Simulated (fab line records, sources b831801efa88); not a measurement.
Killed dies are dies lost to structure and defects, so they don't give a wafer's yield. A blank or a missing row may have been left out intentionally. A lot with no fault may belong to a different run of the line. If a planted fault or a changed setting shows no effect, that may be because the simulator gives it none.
fab line records | flow gf180mcu
record: lots: 11 | wafers: 33 | lastDay: 34
route steps=602 shown M2@368 V2@398 M3@411
lots that met no fault: taken from a fault-free run of the same line
startH: the number of hours between the record's first day and the start of the first shown wafer of the lot | waitH: hours from the lot's prior step to this one | " as in the row above | L1.1+2: several wafers, shown together as one row | - either no value or no given start | * or withheld: withheld | < > ~ a bound
route shown NAME@n: NAME is a module with steps in the file, n the number in the route of the first one | usual: the fault-free wafers' mean and standard deviation | same: alike in all rows | chamber/n: place in a boat | sites: per-site readings | _std_site: standard deviation across them | _edge_site: the outer-site mean with the inner-site mean subtracted | radiusMm: for every site, how far away it sits from the centre of the wafer | mask NAME#n: copy n | behind: the tool/chamber that last shaped the wafer | hold: cause of the lot's hold/its duration in hours/its outcome | device: the n, p or np transistor that did not switch | end of line: tests of these same wafers at the route's end | for a step that has no rows: nothing shown but its recipe | killed: the dies lost at the first sort to structure and to defects; this is not the yield of the wafer | map: the dies of a wafer, with x for killed, . for not killed, _ for no die there
set.NAME: the run value of the setting; set.NAME@STEP: its run value at that earlier step | model.NAME: the simulator's own value behind a step, which no gauge read
route steps across a sampled set of lots; one table per step, one row per wafer
services: the hour from which a tool's chamber was out of use, counted from the record's first day as startH (under 0 if before that day), plus the number of hours and why
== steps ==
step: GF_M2_THK_MEAS_06
recipe: thkMeasGauge: xrf | reads: AlCu_of_M2_SPUTTER_02
usual: M2_ALCU_THK: 437/4.7
lot.wafer | tool         | chamber | startH | waitH | M2_ALCU_THK[nm]
L337.4    | filmMetro-03 | -       | 419.97 | 0.1   | 434
L337.5    | "            | -       | "      | "     | 432
L337.6    | "            | -       | "      | "     | 436
L338.1    | filmMetro-02 | -       | 431.53 | 0.1   | 434
L338.2    | "            | -       | "      | "     | 432
L338.6    | "            | -       | "      | "     | 436
L340.1    | filmMetro-02 | -       | 453.37 | 0.1   | 436
L340.5    | "            | -       | "      | "     | 436
L340.6    | "            | -       | "      | "     | 436
L341.2    | filmMetro-04 | -       | 455.53 | 0.1   | 442
L341.3    | "            | -       | "      | "     | 442
L341.5    | "            | -       | "      | "     | 442
L342.3    | filmMetro-03 | -       | 466.74 | 0.1   | 441
L342.4    | "            | -       | "      | "     | 436
L342.6    | "            | -       | "      | "     | 439
L343.1    | filmMetro-03 | -       | 477.91 | 0.1   | 440
L343.4    | "            | -       | "      | "     | 438
L343.6    | "            | -       | "      | "     | 439
L344.2    | filmMetro-03 | -       | 485.35 | 0.1   | 441
L344.3    | "            | -       | "      | "     | 444
L344.5    | "            | -       | "      | "     | 445
L353.2    | filmMetro-04 | -       | 556.84 | 0.1   | 436
L353.3    | "            | -       | "      | "     | 439
L353.6    | "            | -       | "      | "     | 438
L355.1    | filmMetro-02 | -       | 578.57 | 0.1   | 433
L355.2    | "            | -       | "      | "     | 428
L355.6    | "            | -       | "      | "     | 432
L356.2    | filmMetro-03 | -       | 581.76 | 0.1   | 433
L356.3    | "            | -       | "      | "     | 433
L356.5    | "            | -       | "      | "     | 433
L359.4    | filmMetro-03 | -       | 604.70 | 0.1   | 440
L359.5    | "            | -       | "      | "     | 444
L359.6    | "            | -       | "      | "     | 438
step: GF_M2_STRIP_17
recipe: chemistry: O2/N2 | powerW: 1400 | pressureMtorr: 1500 | platenTempC: 250 | o2FlowSccm: 3000 | n2FlowSccm: 300 | overashFraction: 0.5
usual: drypumpMotorCurrentA: 5.8/0.37 | heaterPowerW: 360/32 | o2FlowSccm: 2999/8.9 | oesProductAu: 0.558/0.0049 | stripTimeToEndpointS: 7.86/0.036
lot.wafer | tool           | chamber | startH | waitH | drypumpMotorCurrentA | heaterPowerW | o2FlowSccm | oesProductAu | rfHoursCounterH | stripTimeToEndpointS
L337.4    | plasmaAsher-02 | 0       | 444.06 | 0.1   | 6.1                  | 335          | 3001       | 0.563        | -               | 7.90
L337.5    | "              | 1       | "      | "     | 5.6                  | 418          | 2999       | 0.555        | -               | 7.87
L337.6    | "              | 0       | "      | "     | 6.1                  | 336          | 3004       | 0.560        | -               | 7.93
L338.1    | plasmaAsher-03 | 0       | 456.31 | 0.1   | 5.1                  | 415          | 3022       | 0.552        | 37              | 7.84
L338.2    | "              | 1       | "      | "     | 5.9                  | 363          | 3003       | 0.553        | 37              | 7.87
L338.6    | "              | 1       | "      | "     | 6.0                  | 361          | 3009       | 0.558        | -               | 7.83
L340.1    | plasmaAsher-04 | 1       | 477.86 | 0.1   | 6.1                  | 321          | 2989       | 0.553        | 83              | 7.89
L340.5    | "              | 1       | "      | "     | 6.1                  | 331          | 2990       | 0.558        | -               | 7.90
L340.6    | "              | 0       | "      | "     | 6.0                  | 331          | 3004       | 0.562        | -               | 7.84
L341.2    | plasmaAsher-02 | 1       | 479.50 | 0.1   | 5.6                  | 413          | 3000       | 0.554        | 5               | 7.77
L341.3    | "              | 0       | "      | "     | 6.1                  | 332          | 3018       | 0.557        | -               | 7.78
L341.5    | "              | 0       | "      | "     | 6.0                  | 331          | 3004       | 0.554        | -               | 7.81
L342.3    | plasmaAsher-04 | 0       | 490.71 | 0.1   | 6.0                  | 346          | 2986       | 0.554        | -               | 7.88
L342.4    | "              | 1       | "      | "     | 6.1                  | 340          | 2994       | 0.553        | -               | 7.86
L342.6    | "              | 0       | "      | "     | 6.0                  | 339          | 2985       | 0.559        | -               | 7.91
L343.1    | plasmaAsher-04 | 1       | 501.76 | 0.1   | 6.1                  | 333          | 3005       | 0.559        | 85              | 7.90
L343.4    | "              | 1       | "      | "     | 6.1                  | 325          | 2993       | 0.560        | -               | 7.88
L343.6    | "              | 1       | "      | "     | 6.1                  | 336          | 3004       | 0.557        | -               | 7.88
L344.2    | plasmaAsher-04 | 1       | 509.22 | 0.1   | 6.1                  | 326          | 2983       | 0.560        | 86              | 7.90
L344.3    | "              | 0       | "      | "     | 6.0                  | 325          | 2987       | 0.557        | -               | 7.85
L344.5    | "              | 1       | "      | "     | 6.1                  | 334          | 2991       | 0.569        | -               | 7.81
L353.2    | plasmaAsher-04 | 1       | 578.71 | 0.1   | 6.1                  | 333          | 3010       | 0.561        | 94              | 7.84
L353.3    | "              | 0       | "      | "     | 6.0                  | 333          | 2999       | 0.557        | -               | 7.83
L353.6    | "              | 1       | "      | "     | 6.1                  | 329          | 3003       | 0.567        | -               | 7.87
L355.1    | plasmaAsher-02 | 1       | 599.80 | 0.1   | 5.6                  | 417          | 3008       | 0.561        | 19              | 7.91
L355.2    | "              | 0       | "      | "     | 6.1                  | 333          | 3006       | 0.555        | 19              | 7.91
L355.6    | "              | 1       | "      | "     | 5.6                  | 412          | 3002       | 0.559        | -               | 7.92
L356.2    | plasmaAsher-03 | 0       | 602.41 | 0.1   | 5.0                  | 403          | 3001       | 0.562        | 50              | 7.86
L356.3    | "              | 1       | "      | "     | 5.9                  | 354          | 3002       | 0.574        | -               | 7.86
L356.5    | "              | 1       | "      | "     | 5.9                  | 363          | 2991       | 0.560        | -               | 7.89
L359.4    | plasmaAsher-03 | 0       | 625.15 | 0.1   | 5.0                  | 393          | 2998       | 0.552        | -               | 7.87
L359.5    | "              | 0       | "      | "     | 5.1                  | 414          | 2998       | 0.557        | -               | 7.88
L359.6    | "              | 1       | "      | "     | 5.9                  | 366          | 2986       | 0.563        | -               | 7.87
step: GF_V2_ETCH_16
recipe: chemistry: N2/H2 | targetDepthA: withheld | overetchA: withheld | timeS: withheld | target: BARC | ionEnergyEv: 200 | sourceW: 500 | biasW: 100 | pressureMtorr: 30 | n2FlowSccm: 100 | h2FlowSccm: 200
usual: drypumpMotorCurrentA: 5.9/0.49 | oesProductAu: 0.855/0.0045 | throttleValvePct: 13.225/0.0092
lot.wafer | tool       | chamber | startH | waitH | drypumpMotorCurrentA | oesProductAu | throttleValvePct
L337.4    | rieDiel-04 | 0       | 469.15 | 0.0   | 6.5                  | 0.854        | 13.215
L337.5    | "          | 2       | "      | "     | 6.8                  | 0.852        | 13.211
L337.6    | "          | 3       | "      | "     | 5.1                  | 0.848        | 13.222
L338.1    | rieDiel-04 | 2       | 481.41 | 0.0   | 6.8                  | 0.855        | 13.210
L338.2    | "          | 1       | "      | "     | 5.8                  | 0.849        | 13.219
L338.6    | "          | 0       | "      | "     | 6.4                  | 0.861        | 13.234
L340.1    | rieDiel-03 | 0       | 503.28 | 0.0   | 6.1                  | 0.855        | 13.238
L340.5    | "          | 1       | "      | "     | 6.6                  | 0.852        | 13.229
L340.6    | "          | 3       | "      | "     | 5.3                  | 0.855        | 13.218
L341.2    | rieDiel-03 | 0       | 505.21 | 0.0   | 6.1                  | 0.857        | 13.222
L341.3    | "          | 3       | "      | "     | 5.3                  | 0.849        | 13.237
L341.5    | "          | 0       | "      | "     | 6.1                  | 0.853        | 13.215
L342.3    | rieDiel-04 | 1       | 515.84 | 0.0   | 5.8                  | 0.860        | 13.234
L342.4    | "          | 0       | "      | "     | 6.5                  | 0.853        | 13.221
L342.6    | "          | 3       | "      | "     | 5.1                  | 0.847        | 13.242
L343.1    | rieDiel-03 | 1       | 526.11 | 0.0   | 6.6                  | 0.851        | 13.213
L343.4    | "          | 1       | "      | "     | 6.6                  | 0.853        | 13.221
L343.6    | "          | 0       | "      | "     | 6.2                  | 0.861        | 13.233
L344.2    | rieDiel-02 | 2       | 533.02 | 0.0   | 6.2                  | 0.857        | 13.218
L344.3    | "          | 1       | "      | "     | 5.9                  | 0.852        | 13.233
L344.5    | "          | 3       | "      | "     | 5.7                  | 0.857        | 13.215
L353.2    | rieDiel-03 | 3       | 601.72 | 0.0   | 5.3                  | 0.857        | 13.229
L353.3    | "          | 1       | "      | "     | 6.6                  | 0.855        | 13.220
L353.6    | "          | 3       | "      | "     | 5.3                  | 0.856        | 13.227
L355.1    | rieDiel-03 | 0       | 621.61 | 0.0   | 6.1                  | 0.860        | 13.242
L355.2    | "          | 3       | "      | "     | 5.3                  | 0.852        | 13.241
L355.6    | "          | 0       | "      | "     | 6.1                  | 0.862        | 13.206
L356.2    | rieDiel-02 | 3       | 624.16 | 0.0   | 5.7                  | 0.860        | 13.220
L356.3    | "          | 2       | "      | "     | 6.2                  | 0.856        | 13.215
L356.5    | "          | 3       | "      | "     | 5.7                  | 0.858        | 13.238
L359.4    | rieDiel-02 | 1       | 646.60 | 0.0   | 5.9                  | 0.849        | 13.220
L359.5    | "          | 3       | "      | "     | 5.7                  | 0.855        | 13.218
L359.6    | "          | 2       | "      | "     | 6.1                  | 0.859        | 13.234
step: GF_M3_SPUTTER_02
recipe: material: AlCu | targetThkNm: 450 | powerW: 10600 | timeS: 23.9 | chamberPressurePa: 0.4
usual: chamberPressurePa: 0.4000/0.00088 | throttleValvePct: 30.4/0.73
lot.wafer | tool          | chamber | startH | waitH | chamberPressurePa | throttleValvePct
L337.4    | pvdSputter-02 | -       | 470.63 | 0.0   | 0.4012            | 30.6
L337.5    | "             | -       | "      | "     | 0.3989            | 29.2
L337.6    | "             | -       | "      | "     | 0.3992            | 30.0
L338.1    | pvdSputter-02 | -       | 482.89 | 0.0   | 0.4003            | 30.7
L338.2    | "             | -       | "      | "     | 0.4010            | 29.7
L338.6    | "             | -       | "      | "     | 0.3999            | 30.6
L340.1    | pvdSputter-02 | -       | 504.76 | 0.0   | 0.4001            | 30.3
L340.5    | "             | -       | "      | "     | 0.3989            | 30.6
L340.6    | "             | -       | "      | "     | 0.3994            | 29.7
L341.2    | pvdSputter-01 | -       | 506.70 | 0.0   | 0.3999            | 30.1
L341.3    | "             | -       | "      | "     | 0.3992            | 29.7
L341.5    | "             | -       | "      | "     | 0.4008            | 30.4
L342.3    | pvdSputter-01 | -       | 517.33 | 0.0   | 0.4022            | 29.1
L342.4    | "             | -       | "      | "     | 0.4011            | 29.8
L342.6    | "             | -       | "      | "     | 0.3990            | 29.7
L343.1    | pvdSputter-01 | -       | 527.60 | 0.0   | 0.4639            | 28.2
L343.4    | "             | -       | "      | "     | 0.4022            | 29.6
L343.6    | "             | -       | "      | "     | 0.4008            | 29.0
L344.2    | pvdSputter-01 | -       | 534.51 | 0.0   | 0.3999            | 30.2
L344.3    | "             | -       | "      | "     | 0.4658            | 28.4
L344.5    | "             | -       | "      | "     | 0.4647            | 28.1
L353.2    | pvdSputter-02 | -       | 603.24 | 0.0   | 0.4007            | 29.5
L353.3    | "             | -       | "      | "     | 0.4009            | 29.7
L353.6    | "             | -       | "      | "     | 0.4015            | 30.7
L355.1    | pvdSputter-02 | -       | 623.10 | 0.0   | 0.3989            | 29.4
L355.2    | "             | -       | "      | "     | 0.4000            | 29.7
L355.6    | "             | -       | "      | "     | 0.3994            | 29.4
L356.2    | pvdSputter-02 | -       | 625.65 | 0.0   | 0.3997            | 30.1
L356.3    | "             | -       | "      | "     | 0.3997            | 29.6
L356.5    | "             | -       | "      | "     | 0.3999            | 29.5
L359.4    | pvdSputter-03 | -       | 648.08 | 0.0   | 0.4007            | 31.4
L359.5    | "             | -       | "      | "     | 0.4004            | 31.0
L359.6    | "             | -       | "      | "     | 0.4008            | 31.1
step: GF_M3_RS_MEAS_05
recipe: thkMeasGauge: four-point-probe | reads: TiN_of_M3_SPUTTER_04+Ti_of_M3_SPUTTER_03+AlCu_of_M3_SPUTTER_02+TiN_of_M3_SPUTTER_01+Ti_of_M3_SPUTTER_00
usual: M3_ALCU_RS: 0.0694/0.0007
lot.wafer | tool         | chamber | startH | waitH | M3_ALCU_RS[ohm/sq]
L337.4    | filmMetro-04 | -       | 470.78 | 0.1   | 0.0693
L337.5    | "            | -       | "      | "     | 0.0690
L337.6    | "            | -       | "      | "     | 0.0688
L338.1    | filmMetro-03 | -       | 482.98 | 0.0   | 0.0683
L338.2    | "            | -       | "      | "     | 0.0681
L338.6    | "            | -       | "      | "     | 0.0687
L340.1    | filmMetro-03 | -       | 504.85 | 0.0   | 0.0680
L340.5    | "            | -       | "      | "     | 0.0680
L340.6    | "            | -       | "      | "     | 0.0679
L341.2    | filmMetro-01 | -       | 506.81 | 0.0   | 0.0703
L341.3    | "            | -       | "      | "     | 0.0692
L341.5    | "            | -       | "      | "     | 0.0697
L342.3    | filmMetro-04 | -       | 517.46 | 0.1   | 0.0691
L342.4    | "            | -       | "      | "     | 0.0692
L342.6    | "            | -       | "      | "     | 0.0696
L343.1    | filmMetro-03 | -       | 527.69 | 0.0   | 0.0727
L343.4    | "            | -       | "      | "     | 0.0684
L343.6    | "            | -       | "      | "     | 0.0693
L344.2    | filmMetro-01 | -       | 534.62 | 0.0   | 0.0694
L344.3    | "            | -       | "      | "     | 0.0726
L344.5    | "            | -       | "      | "     | 0.0725
L353.2    | filmMetro-04 | -       | 603.35 | 0.0   | 0.0688
L353.3    | "            | -       | "      | "     | 0.0690
L353.6    | "            | -       | "      | "     | 0.0686
L355.1    | filmMetro-04 | -       | 623.19 | 0.0   | 0.0699
L355.2    | "            | -       | "      | "     | 0.0707
L355.6    | "            | -       | "      | "     | 0.0696
L356.2    | filmMetro-03 | -       | 625.76 | 0.0   | 0.0694
L356.3    | "            | -       | "      | "     | 0.0699
L356.5    | "            | -       | "      | "     | 0.0696
L359.4    | filmMetro-03 | -       | 648.24 | 0.1   | 0.0694
L359.5    | "            | -       | "      | "     | 0.0695
L359.6    | "            | -       | "      | "     | 0.0687
step: GF_M3_THK_MEAS_06
recipe: thkMeasGauge: xrf | reads: AlCu_of_M3_SPUTTER_02
usual: M3_ALCU_THK: 443/4.8
lot.wafer | tool         | chamber | startH | waitH | M3_ALCU_THK[nm]
L337.4    | filmMetro-04 | -       | 470.87 | 0.1   | 444
L337.5    | "            | -       | "      | "     | 446
L337.6    | "            | -       | "      | "     | 450
L338.1    | filmMetro-03 | -       | 483.10 | 0.1   | 448
L338.2    | "            | -       | "      | "     | 448
L338.6    | "            | -       | "      | "     | 442
L340.1    | filmMetro-03 | -       | 504.97 | 0.1   | 446
L340.5    | "            | -       | "      | "     | 445
L340.6    | "            | -       | "      | "     | 447
L341.2    | filmMetro-01 | -       | 506.92 | 0.1   | 437
L341.3    | "            | -       | "      | "     | 442
L341.5    | "            | -       | "      | "     | 441
L342.3    | filmMetro-04 | -       | 517.56 | 0.1   | 448
L342.4    | "            | -       | "      | "     | 448
L342.6    | "            | -       | "      | "     | 445
L343.1    | filmMetro-03 | -       | 527.81 | 0.1   | 423
L343.4    | "            | -       | "      | "     | 444
L343.6    | "            | -       | "      | "     | 439
L344.2    | filmMetro-01 | -       | 534.73 | 0.1   | 444
L344.3    | "            | -       | "      | "     | 425
L344.5    | "            | -       | "      | "     | 427
L353.2    | filmMetro-04 | -       | 603.46 | 0.1   | 446
L353.3    | "            | -       | "      | "     | 446
L353.6    | "            | -       | "      | "     | 449
L355.1    | filmMetro-04 | -       | 623.31 | 0.1   | 443
L355.2    | "            | -       | "      | "     | 439
L355.6    | "            | -       | "      | "     | 447
L356.2    | filmMetro-03 | -       | 625.87 | 0.1   | 441
L356.3    | "            | -       | "      | "     | 437
L356.5    | "            | -       | "      | "     | 439
L359.4    | filmMetro-03 | -       | 648.33 | 0.1   | 438
L359.5    | "            | -       | "      | "     | 437
L359.6    | "            | -       | "      | "     | 442
== services ==
tool           | chamber | startH | hours | kind
plasmaAsher-02 | -       | 421.25 | 9.0   | pm
rieDiel-03     | -       | 433.73 | 6.6   | repair
rieDiel-02     | -       | 455.52 | 2.7   | repair
rieDiel-04     | -       | 464.91 | 2.8   | pm
pvdSputter-02  | -       | 475.18 | 1.4   | repair
rieDiel-04     | 3       | 479.75 | 3.1   | repair
rieDiel-03     | -       | 485.19 | 4.3   | pm
rieDiel-04     | 2       | 498.05 | 5.7   | repair
rieDiel-02     | 1       | 506.80 | 2.4   | repair
pvdSputter-01  | -       | 518.89 | 4.1   | repair
rieDiel-03     | -       | 554.00 | 1.0   | repair
pvdSputter-02  | 2       | 564.52 | -     | consumableReplace:kit
pvdSputter-02  | 2       | 564.52 | 18.0  | scheduledDown
plasmaAsher-03 | -       | 564.79 | 24.4  | repair
rieDiel-03     | 1       | 585.28 | 5.1   | repair
plasmaAsher-02 | -       | 587.21 | 10.3  | repair
pvdSputter-01  | -       | 593.20 | 0.5   | repair
rieDiel-04     | 0       | 594.59 | 29.7  | repair
rieDiel-04     | 1       | 596.52 | 13.9  | repair
plasmaAsher-02 | -       | 600.36 | 2.2   | repair
plasmaAsher-03 | -       | 603.25 | 4.9   | repair
rieDiel-02     | 1       | 606.93 | 12.6  | repair
rieDiel-02     | 3       | 626.18 | 6.1   | repair
plasmaAsher-02 | -       | 634.87 | 2.8   | pm
== key ==
firstSign: step: GF_M3_SPUTTER_02 | reading: chamberPressurePa | direction: up | sigmas: 74 | usual: 0.4000 | struck: 0.4648
effect: step: GF_M3_SPUTTER_02 | reading: throttleValvePct | direction: down | sigmas: 2.9 | usual: 30.4 | struck: 28.2
effect: step: GF_M3_RS_MEAS_05 | reading: M3_ALCU_RS | direction: up | sigmas: 4.7 | usual: 0.0694 | struck: 0.0726
effect: step: GF_M3_THK_MEAS_06 | reading: M3_ALCU_THK | direction: down | sigmas: 3.7 | usual: 443 | struck: 425
metAt GF_M3_SPUTTER_02
struckLots L343,L344
struckWafers L343.1,L344.3,L344.5
notActingAt GF_M2_THK_MEAS_06,GF_M2_STRIP_17,GF_V2_ETCH_16
onsetBetween 506.70 527.60
fault: kind: processParameterDrift | tool: pvdSputter-01 | chamber: - | onsetH: 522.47 | steps: GF_M3_SPUTTER_02 | channel: chamberPressurePa | offset: 0.064791 | shape: step | endH: 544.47 | actsIn: theseRecipesOnly | stated: 0.4 | scope: struckWafersOnly
